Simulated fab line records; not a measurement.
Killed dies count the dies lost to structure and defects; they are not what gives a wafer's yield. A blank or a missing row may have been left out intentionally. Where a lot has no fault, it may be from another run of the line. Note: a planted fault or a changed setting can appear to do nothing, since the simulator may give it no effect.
Which tool did it? | flow sky130 | 14 lots, 42 wafers sampled, at 5 steps of a route of 708

== WHAT THE GAUGES SHOWED, per wafer ==
SKY_METAL3_CD_MEAS_13: the cd target is 300 nm.
lot  | measured     | on        | cd nm (nm)
L780 | day 39 00:28 | cd sem-01 | 301.0 300.6 301.0
L783 | day 39 21:58 | cd sem-02 | 300.1 300.6 301.3
L784 | day 39 22:43 | cd sem-02 | 301.4 300.7 301.2
L787 | day 40 22:43 | cd sem-02 | 302.5 301.9 302.6
L786 | day 40 23:02 | cd sem-01 | 302.1 301.7 302.3
L790 | day 41 19:54 | cd sem-02 | 301.3 302.4 301.6
L789 | day 41 20:43 | cd sem-01 | 300.3 302.1 301.8
L792 | day 42 16:49 | cd sem-02 | 301.3 301.5 302.0
L793 | day 42 17:13 | cd sem-01 | 300.0 300.5 298.7
L794 | day 42 23:10 | cd sem-02 | 298.4 296.9 297.4
L796 | day 43 12:43 | cd sem-01 | 300.7 299.8 299.2
L798 | day 44 10:43 | cd sem-02 | 299.9 298.5 298.5
L799 | day 44 11:51 | cd sem-01 | 240.8 258.8 256.4
L800 | day 44 14:21 | cd sem-01 | 266.3 254.2 280.8

SKY_VIA3_THK_MEAS_01.
lot  | measured     | on            | VIA3_HDPCVD_THK (nm)
L780 | day 39 01:51 | film metro-03 | 1663 1667 1634
L783 | day 39 23:13 | film metro-04 | 1647 1684 1664
L784 | day 39 23:56 | film metro-03 | 1645 1649 1629
L787 | day 40 23:57 | film metro-02 | 1640 1652 1629
L786 | day 41 00:17 | film metro-04 | 1611 1622 1620
L790 | day 41 21:13 | film metro-02 | 1647 1668 1650
L789 | day 41 22:06 | film metro-04 | 1645 1661 1668
L792 | day 42 18:04 | film metro-03 | 1687 1667 1663
L793 | day 42 18:26 | film metro-02 | 1650 1642 1635
L794 | day 43 00:25 | film metro-03 | 1598 1638 1618
L796 | day 43 13:58 | film metro-03 | 1638 1627 1616
L798 | day 44 12:00 | film metro-02 | 1643 1675 1655
L799 | day 44 13:07 | film metro-04 | 1650 1647
L800 | day 44 15:35 | film metro-04 | 1673 1656 1645

== TOOL THAT RAN EACH LOT (tool first, then ch and the chambers of the sampled wafers, then the start) ==
lot  | SKY_METAL3_EXPOSE_10              | SKY_METAL3_ETCH_17                 | SKY_METAL3_STRIP_19
L780 | krf scanner-01 ch 0, day 38 11:50 | rie diel-02 ch 2,3, day 39 00:53   | plasma asher-04 ch 0,1, day 39 01:05
L783 | krf scanner-02 ch 0, day 39 08:53 | rie diel-02 ch 0,1,3, day 39 22:15 | plasma asher-04 ch 0,1, day 39 22:27
L784 | krf scanner-02 ch 0, day 39 10:10 | rie diel-03 ch 0,2,3, day 39 22:57 | plasma asher-03 ch 0,1, day 39 23:11
L787 | krf scanner-02 ch 0, day 40 10:19 | rie diel-04 ch 1,2,3, day 40 22:58 | plasma asher-03 ch 0,1, day 40 23:12
L786 | krf scanner-02 ch 0, day 40 10:41 | rie diel-02 ch 1,2, day 40 23:19   | plasma asher-04 ch 0,1, day 40 23:31
L790 | krf scanner-02 ch 0, day 41 07:27 | rie diel-02 ch 2,3, day 41 20:13   | plasma asher-02 ch 0,1, day 41 20:25
L789 | krf scanner-02 ch 0, day 41 08:17 | rie diel-04 ch 1,2,3, day 41 21:01 | plasma asher-03 ch 0,1, day 41 21:16
L792 | krf scanner-01 ch 0, day 42 05:19 | rie diel-04 ch 1,2,3, day 42 17:07 | plasma asher-04 ch 0,1, day 42 17:18
L793 | krf scanner-01 ch 0, day 42 05:28 | rie diel-02 ch 1,2, day 42 17:28   | plasma asher-02 ch 0,1, day 42 17:41
L794 | krf scanner-02 ch 0, day 42 10:53 | rie diel-03 ch 2,3, day 42 23:28   | plasma asher-04 ch 0,1, day 42 23:39
L796 | krf scanner-02 ch 0, day 43 01:55 | rie diel-03 ch 1,3, day 43 13:01   | plasma asher-02 ch 0,1, day 43 13:12
L798 | krf scanner-01 ch 0, day 44 00:24 | rie diel-03 ch 1,2, day 44 11:03   | plasma asher-04 ch 0,1, day 44 11:15
L799 | krf scanner-02 ch 0, day 44 01:35 | rie diel-02 ch 0,1,2, day 44 12:07 | plasma asher-03 ch 0,1, day 44 12:19
L800 | krf scanner-02 ch 0, day 44 03:42 | rie diel-04 ch 0,1, day 44 14:37   | plasma asher-04 ch 0,1, day 44 14:49
- SKY_METAL3_EXPOSE_10: exposes mask MM3, target cd 300 nm.
- SKY_METAL3_ETCH_17: etches SiO2 in C4F8/O2/Ar, stops on TiN, time 3.9 s, target depth 15 nm.
- SKY_METAL3_STRIP_19: strips in O2/N2.

== WHAT THE TOOLS THEMSELVES READ (means of the sampled wafers that have a number; where no wafer has one, the mark that the record gives instead) ==
SKY_METAL3_ETCH_17.
lot  | tool        | oes product au (a.u.)
L780 | rie diel-02 | 0.754
L783 | rie diel-02 | 0.752
L784 | rie diel-03 | 0.755
L787 | rie diel-04 | 0.760
L786 | rie diel-02 | 0.760
L790 | rie diel-02 | 0.750
L789 | rie diel-04 | 0.759
L792 | rie diel-04 | 0.757
L793 | rie diel-02 | 0.752
L794 | rie diel-03 | 0.754
L796 | rie diel-03 | 0.749
L798 | rie diel-03 | 0.758
L799 | rie diel-02 | 0.760
L800 | rie diel-04 | 0.759

SKY_METAL3_STRIP_19.
lot  | tool            | drypump motor current A (A) | oes product au (a.u.) | strip time to endpoint s (s)
L780 | plasma asher-04 | 5.5                         | 0.510                 | 6.58
L783 | plasma asher-04 | 5.5                         | 0.504                 | 6.50
L784 | plasma asher-03 | 5.5                         | 0.510                 | 6.71
L787 | plasma asher-03 | 5.5                         | 0.499                 | 6.42
L786 | plasma asher-04 | 5.4                         | 0.502                 | 6.52
L790 | plasma asher-02 | 6.3                         | 0.501                 | 6.49
L789 | plasma asher-03 | 5.5                         | 0.497                 | 6.52
L792 | plasma asher-04 | 5.5                         | 0.500                 | 6.46
L793 | plasma asher-02 | 6.3                         | 0.503                 | 6.54
L794 | plasma asher-04 | 5.4                         | 0.507                 | 6.56
L796 | plasma asher-02 | 6.3                         | 0.498                 | 6.52
L798 | plasma asher-04 | 5.5                         | 0.505                 | 6.64
L799 | plasma asher-03 | 5.5                         | 0.501                 | 6.55
L800 | plasma asher-04 | 5.5                         | 0.502                 | 6.50

== THE ANSWER, worked out from the rows above alone ==
Rule: what is usual is taken from the lots themselves. The widest of any qualifying gaps counts: lots, ordered by their means at a reading, are off when they make up no more than a third of the lots, leave a main group of 4 or more, and stand apart from it by 3 or more times the standard deviation of that group's means. A main group is skipped when, at the precision printed for the reading in the tables above, its means are all equal. A lot without any number at a reading at which 4 lots or more have one is off too. Any other lot the step has rows for is counted as sound. Order of review: gauges by route order, followed by the tools' own readings, for which a lot's mean as printed above is used. At the first step where some lot is off, the reading lying furthest off is the one used; lots without a number count as furthest.
Off at SKY_METAL3_CD_MEAS_13 (cd nm): L799, L800. The main group: mean 300.7 nm, standard deviation 1.3.
A tool fits if, at a process step before that reading, it ran every lot that is off, and no sound lot after the first of them. Those tools and the gauges at SKY_METAL3_CD_MEAS_13 are tried in the same way. Undecided on this evidence; 2 tools fit (krf scanner-02 at SKY_METAL3_EXPOSE_10, cd sem-01 at SKY_METAL3_CD_MEAS_13).

== WHAT THE SIMULATOR HAD INSERTED ==
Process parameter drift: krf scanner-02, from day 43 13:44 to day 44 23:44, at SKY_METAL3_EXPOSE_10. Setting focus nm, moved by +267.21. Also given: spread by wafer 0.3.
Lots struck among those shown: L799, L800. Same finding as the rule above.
